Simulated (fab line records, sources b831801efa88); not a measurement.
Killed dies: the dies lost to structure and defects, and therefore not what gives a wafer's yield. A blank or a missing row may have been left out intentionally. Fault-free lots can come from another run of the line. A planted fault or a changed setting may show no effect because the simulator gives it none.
fab line records	flow sky130
record: lots: 13	wafers: 39	last_day: 50
route steps=708 shown VT_ADJUST_NCORE@127 GATE_OXIDE@203 SD_P@327 CONTACT@424 PAD_OPEN@708
lots that met no fault: taken from a fault-free run of the same line
start_h: hours from the record's opening day to when the first of the lot's shown wafers began	wait_h: hours from the lot's prior step to this one	" unchanged from the row above	L1.1+2: a row that stands for several wafers	- either no value or no given start	* or withheld: withheld	< > ~ a bound
route shown NAME@n: names a module that has steps shown in the file, with the first one's number in the route	usual: the fault-free wafers' mean and standard deviation	same: alike in all rows	chamber/n: place in a boat	sites: the reading at each site	_std_site: how widely they spread, as a standard deviation	_edge_site: inner sites' mean taken away from outer sites' mean	radius_mm: how far each site lies from the wafer's centre	mask NAME#n: copy n	behind: the most recent tool/chamber to have shaped the wafer	hold: reason for holding the lot/hours on hold/outcome of the hold	device: which transistor (n, p or np) failed to switch	end of line: the same wafers' tests at the end of the route	step lacking rows: just its recipe	killed: not the wafer's yield, but the dies lost to structure and defects at the first sort	map: a wafer's dies, x killed, . not, _ none there
set.NAME: the setting that was run; set.NAME@STEP: the one run at that earlier step	model.NAME: the simulator's own value behind a step, which no gauge read
the route's steps for a sample of lots (tables are steps, rows are wafers)
services: from which hour (start_h, from the record's first day; less than 0 if before it) a tool's chamber was out of use, for how many hours, and why
== steps ==
step: SKY_VT_ADJUST_NCORE_OVL_MEAS_08
usual: VT_ADJUST_NCORE_OVL: 0.6/1.4
lot.wafer	tool	chamber	start_h	wait_h	VT_ADJUST_NCORE_OVL[nm]
L851.1	overlay-02	-	182.11	0.1	0.0
L851.2	"	-	"	"	-0.1
L851.5	"	-	"	"	0.0
L852.2	overlay-01	-	194.06	0.1	0.4
L852.4	"	-	"	"	1.3
L852.5	"	-	"	"	-0.2
L853.1	overlay-02	-	199.64	0.1	-0.1
L853.5	"	-	"	"	1.0
L853.6	"	-	"	"	0.5
L855.1	overlay-02	-	217.23	0.1	0.1
L855.5	"	-	"	"	-0.7
L855.6	"	-	"	"	0.4
L856.1	overlay-01	-	220.94	0.1	-1.6
L856.2	"	-	"	"	1.0
L856.4	"	-	"	"	-0.3
L858.1	overlay-02	-	230.80	0.1	1.3
L858.2	"	-	"	"	1.9
L858.4	"	-	"	"	1.0
L860.2	overlay-01	-	249.96	0.1	0.1
L860.3	"	-	"	"	0.2
L860.6	"	-	"	"	1.4
L861.1	overlay-01	-	256.50	0.1	1.9
L861.5	"	-	"	"	0.3
L861.6	"	-	"	"	2.2
L862.2	overlay-01	-	262.64	0.1	0.4
L862.3	"	-	"	"	1.4
L862.4	"	-	"	"	1.4
L866.1	overlay-01	-	310.19	0.1	0.2
L866.2	"	-	"	"	-0.4
L866.5	"	-	"	"	-0.7
L871.3	overlay-01	-	335.97	0.1	0.0
L871.4	"	-	"	"	-1.6
L871.5	"	-	"	"	1.1
L873.1	overlay-01	-	345.76	0.1	0.1
L873.3	"	-	"	"	-1.1
L873.6	"	-	"	"	0.9
L872.1	overlay-02	-	347.40	0.1	-0.2
L872.2	"	-	"	"	1.1
L872.3	"	-	"	"	0.3
step: SKY_GATE_OXIDE_OXIDATION_16
recipe: temp_c: 800	ambient: O2	idle_temp_c: 700	ramp_up_c_per_min: 10	ramp_down_c_per_min: 3	stabilise_s: 600	purge_s: 300	target_thk_a: 35.7	ox_time_s: 1915
usual: spike_tc_centre_C: 799.2/1	zone_power_top_pct: 28.6/0.49
same: ox_time_s: 1915	purge_s: 300
lot.wafer	tool	chamber	start_h	wait_h	spike_tc_centre_C	zone_power_top_pct
L851.1	furnace-02	0	308.36	0.2	800.7	28.4
L851.2	"	0	"	"	800.6	27.8
L851.5	"	0	"	"	799.5	28.0
L852.2	furnace-01	0	325.96	0.9	799.9	28.7
L852.4	"	0	"	"	799.5	28.6
L852.5	"	0	"	"	797.5	29.6
L853.1	furnace-01	0	333.96	0.0	798.4	29.5
L853.5	"	0	"	"	800.4	28.8
L853.6	"	0	"	"	799.9	29.3
L855.1	furnace-02	0	353.64	0.1	799.6	28.6
L855.5	"	0	"	"	799.1	27.9
L855.6	"	0	"	"	801.1	28.4
L856.1	furnace-01	0	356.22	1.9	798.6	28.7
L856.2	"	0	"	"	799.4	29.0
L856.4	"	0	"	"	800.1	29.5
L858.1	furnace-02	0	368.62	0.7	799.1	27.9
L858.2	"	0	"	"	799.9	28.3
L858.4	"	0	"	"	798.9	28.8
L858.1	furnace-01	0	370.57	0.4	800.7	29.0
L858.2	"	0	"	"	799.4	28.8
L858.4	"	0	"	"	799.7	28.8
L860.2	furnace-01	0	393.18	0.0	801.3	28.9
L860.3	"	0	"	"	800.6	28.8
L860.6	"	0	"	"	798.4	29.4
L861.1	furnace-02	0	397.97	0.3	799.5	28.0
L861.5	"	0	"	"	799.3	28.2
L861.6	"	0	"	"	797.3	28.3
L861.1	furnace-01	0	400.33	0.8	799.3	28.9
L861.5	"	0	"	"	798.0	29.0
L861.6	"	0	"	"	798.9	29.1
L862.2	furnace-02	0	407.98	0.2	798.7	28.1
L862.3	"	0	"	"	799.6	28.4
L862.4	"	0	"	"	797.4	28.0
L866.1	furnace-01	0	463.03	0.9	799.5	29.1
L866.2	"	0	"	"	798.4	28.7
L866.5	"	0	"	"	800.4	29.1
L866.1	furnace-02	0	465.19	0.6	797.9	28.2
L866.2	"	0	"	"	797.9	28.2
L866.5	"	0	"	"	798.2	28.3
L871.3	furnace-02	0	494.73	0.0	799.4	28.6
L871.4	"	0	"	"	798.6	28.2
L871.5	"	0	"	"	799.3	28.6
L873.1	furnace-02	0	502.05	0.0	799.8	28.3
L873.3	"	0	"	"	798.0	28.5
L873.6	"	0	"	"	798.1	28.2
L872.1	furnace-02	0	504.58	0.0	798.2	28.4
L872.2	"	0	"	"	800.3	28.7
L872.3	"	0	"	"	798.0	28.0
step: SKY_SD_P_CD_MEAS_07
recipe: target_cd_nm: 380
usual: cd_nm: 379.7/2.4
lot.wafer	tool	chamber	start_h	wait_h	cd_nm
L851.1	cd_sem-02	-	583.94	0.1	379.6
L851.2	"	-	"	"	380.5
L851.5	"	-	"	"	378.7
L852.2	cd_sem-01	-	604.25	0.1	375.7
L852.4	"	-	"	"	377.0
L852.5	"	-	"	"	378.7
L853.1	cd_sem-02	-	610.83	0.1	380.8
L853.5	"	-	"	"	379.7
L853.6	"	-	"	"	379.8
L855.1	cd_sem-02	-	631.33	0.1	379.5
L855.5	"	-	"	"	379.4
L855.6	"	-	"	"	378.3
L856.1	cd_sem-02	-	638.37	0.1	377.3
L856.2	"	-	"	"	377.5
L856.4	"	-	"	"	380.4
L858.1	cd_sem-02	-	647.22	0.1	380.7
L858.2	"	-	"	"	378.1
L858.4	"	-	"	"	377.7
L860.2	cd_sem-01	-	671.65	0.1	376.7
L860.3	"	-	"	"	376.1
L860.6	"	-	"	"	375.7
L861.1	cd_sem-02	-	678.49	0.1	376.4
L861.5	"	-	"	"	378.5
L861.6	"	-	"	"	377.5
L862.2	cd_sem-01	-	695.39	0.1	379.6
L862.3	"	-	"	"	379.0
L862.4	"	-	"	"	379.7
L866.1	cd_sem-01	-	733.34	0.1	386.1
L866.2	"	-	"	"	383.8
L866.5	"	-	"	"	383.3
L871.3	cd_sem-02	-	762.61	0.1	381.3
L871.4	"	-	"	"	381.9
L871.5	"	-	"	"	382.6
L873.1	cd_sem-01	-	766.53	0.1	376.9
L873.3	"	-	"	"	376.7
L873.6	"	-	"	"	377.9
L872.1	cd_sem-02	-	770.14	0.1	379.2
L872.2	"	-	"	"	382.0
L872.3	"	-	"	"	381.1
step: SKY_CONTACT_ETCH_18
recipe: target: Si3N4	chemistry: CHF3/O2	stop_on: TiN	source_w: 600	bias_w: 200	pressure_mtorr: 40	chf3_flow_sccm: 50	O2_flow_sccm: 5	time_s: 39	target_depth_a: 750
usual: drypump_motor_current_A: 5.77/0.28	oes_product_au: 0.853/0.0072	throttle_valve_pct: 8.793/0.0095
same: time_s: 39
lot.wafer	tool	chamber	start_h	wait_h	drypump_motor_current_A	oes_product_au	rf_hours_counter_h	throttle_valve_pct
L851.1	rie_diel-04	0	-	-	5.98	0.848	13	8.773
L851.2	"	2	"	"	5.58	0.849	7	8.779
L851.5	"	0	"	"	6.00	0.855	-	8.790
L852.2	rie_diel-01	2	-	-	5.93	0.859	17	8.785
L852.4	"	3	"	"	5.17	0.859	1	8.778
L852.5	"	1	"	"	5.88	0.853	-	8.785
L853.1	rie_diel-04	1	-	-	5.48	0.847	11	8.792
L853.5	"	0	"	"	5.99	0.842	-	8.806
L853.6	"	3	"	"	5.80	0.856	-	8.790
L855.1	rie_diel-01	2	-	-	5.92	0.848	18	8.769
L855.5	"	1	"	"	5.85	0.856	-	8.787
L855.6	"	2	"	"	5.91	0.853	-	8.795
L856.1	rie_diel-04	0	-	-	5.97	0.855	14	8.782
L856.2	"	1	"	"	5.50	0.845	12	8.789
L856.4	"	2	"	"	5.57	0.854	9	8.809
L858.1	rie_diel-01	2	-	-	5.98	0.844	19	8.779
L858.2	"	3	"	"	5.17	0.840	2	8.791
L858.4	"	0	"	"	5.94	0.848	32	8.793
L860.2	rie_diel-01	2	-	-	5.92	0.862	19	8.782
L860.3	"	1	"	"	5.86	0.855	16	8.800
L860.6	"	3	"	"	5.15	0.867	-	8.791
L861.1	rie_diel-04	0	-	-	6.00	0.838	15	8.794
L861.5	"	2	"	"	5.58	0.859	-	8.793
L861.6	"	1	"	"	5.47	0.864	-	8.800
L862.2	rie_diel-01	0	-	-	6.01	0.851	0	8.781
L862.3	"	1	"	"	5.84	0.850	17	8.808
L862.4	"	3	"	"	5.21	0.856	3	8.798
L866.1	rie_diel-02	2	-	-	5.54	0.847	8	8.786
L866.2	"	3	"	"	6.51	0.849	29	8.805
L866.5	"	1	"	"	5.87	0.862	-	8.805
L871.3	rie_diel-02	1	-	-	5.83	0.852	15	8.795
L871.4	"	3	"	"	6.47	0.850	-	8.779
L871.5	"	2	"	"	5.54	0.850	-	8.796
L873.1	rie_diel-04	0	-	-	6.00	0.850	18	8.782
L873.3	"	2	"	"	5.59	0.856	12	8.791
L873.6	"	3	"	"	5.82	0.862	-	8.796
L872.1	rie_diel-02	3	-	-	6.46	0.864	31	8.796
L872.2	"	2	"	"	5.53	0.856	11	8.785
L872.3	"	1	"	"	5.86	0.863	16	8.794
step: SKY_PAD_OPEN_PROBE_99
usual: killed_at_M0_to_M3: 43/6.2	killed_at_M4_up: 2.8/1.7	killed_at_contacts: 24/4.8	killed_at_front_end: 15/4.3	killed_at_other: 0.3/0.55	killed_dies: 85/8.4	killed_open: 46/6.7	killed_short: 38/6.2
same: gross_dies: 492	killed_at_back_side: 0
lot.wafer	tool	chamber	start_h	wait_h	killed_at_M0_to_M3	killed_at_M4_up	killed_at_contacts	killed_at_front_end	killed_at_other	killed_dies	killed_open	killed_short
L860.2	prober-01	-	1131.65	0.1	41	4	25	11	1	82	36	46
L860.3	prober-01	-	1131.70	0.2	48	1	21	17	0	87	50	36
L860.6	prober-01	-	1131.85	0.2	31	2	22	19	0	74	41	33
killed by level:class
L860.2 CONTACT:geometric_particle:open=10 VIA1:geometric_particle:open=9 METAL1:geometric_particle:short=7 CONTACT:geometric_particle:short=6 VIA1:geometric_particle:short=6 FIELD_ISO:geometric_particle:open=4 VIA2:geometric_particle:open=4 METAL4:geometric_particle:short=4
L860.3 VIA1:geometric_particle:open=12 CONTACT:geometric_particle:open=9 VIA2:geometric_particle:open=8 METAL1:geometric_particle:short=7 LI_CONTACT:geometric_particle:open=7 VIA3:geometric_particle:open=7 VIA1:geometric_particle:short=5 FIELD_ISO:geometric_particle:open=4
L860.6 CONTACT:geometric_particle:open=8 VIA1:geometric_particle:short=6 VIA2:geometric_particle:open=6 CONTACT:geometric_particle:short=5 POLY_GATE:geometric_particle:open=5 FIELD_ISO:geometric_particle:open=4 FIELD_ISO:geometric_particle:short=4 POLY_GATE:geometric_particle:short=4
== services ==
tool	chamber	start_h	hours	kind
rie_diel-04	2	294.94	8.6	repair
rie_diel-04	1	300.88	7.6	repair
furnace-01	-	337.00	3.9	pm
rie_diel-01	-	346.48	0.4	repair
rie_diel-01	0	388.22	15.4	repair
rie_diel-01	2	401.44	6.2	repair
furnace-02	-	402.41	2.8	pm
furnace-01	-	410.24	3.5	pm
furnace-01	-	475.50	4.9	pm
rie_diel-04	0	489.39	9.0	repair
rie_diel-04	1	524.74	4.6	repair
furnace-01	-	537.67	17.5	repair
rie_diel-04	1	566.23	2.6	repair
furnace-01	-	568.87	8.5	pm
furnace-02	-	582.51	4.0	pm
rie_diel-01	0	590.28	8.1	repair
rie_diel-01	-	591.30	0.2	repair
furnace-02	-	593.63	3.3	pm
furnace-01	-	672.80	2.7	pm
furnace-02	-	683.97	4.5	pm
furnace-01	-	692.21	3.1	pm
furnace-02	-	750.51	3.0	pm
furnace-01	-	782.92	20.9	pm
furnace-01	-	840.80	3.3	pm
== key ==
first_sign: step: SKY_GATE_OXIDE_OXIDATION_16	reading: visit	direction: added
effect none on later readings
met_at SKY_GATE_OXIDE_OXIDATION_16
struck_lots L858,L861,L866
tester_left_out L858,L861,L866
not_acting_at SKY_VT_ADJUST_NCORE_OVL_MEAS_08,SKY_SD_P_CD_MEAS_07,SKY_CONTACT_ETCH_18
fault: kind: repeated_step_whole	tool: furnace-01,furnace-02	chamber: -	onset_h: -	steps: SKY_GATE_OXIDE_OXIDATION_16	times: 1	scope: struck_lots_only
tester_left_out: of these lots the tester's yield and bins aren't shown, on N5 and GAA mostly nor the transistor test; their killed dies are dies lost to structure and defects alone, not to doping, threshold or leakage, so they don't give the yield
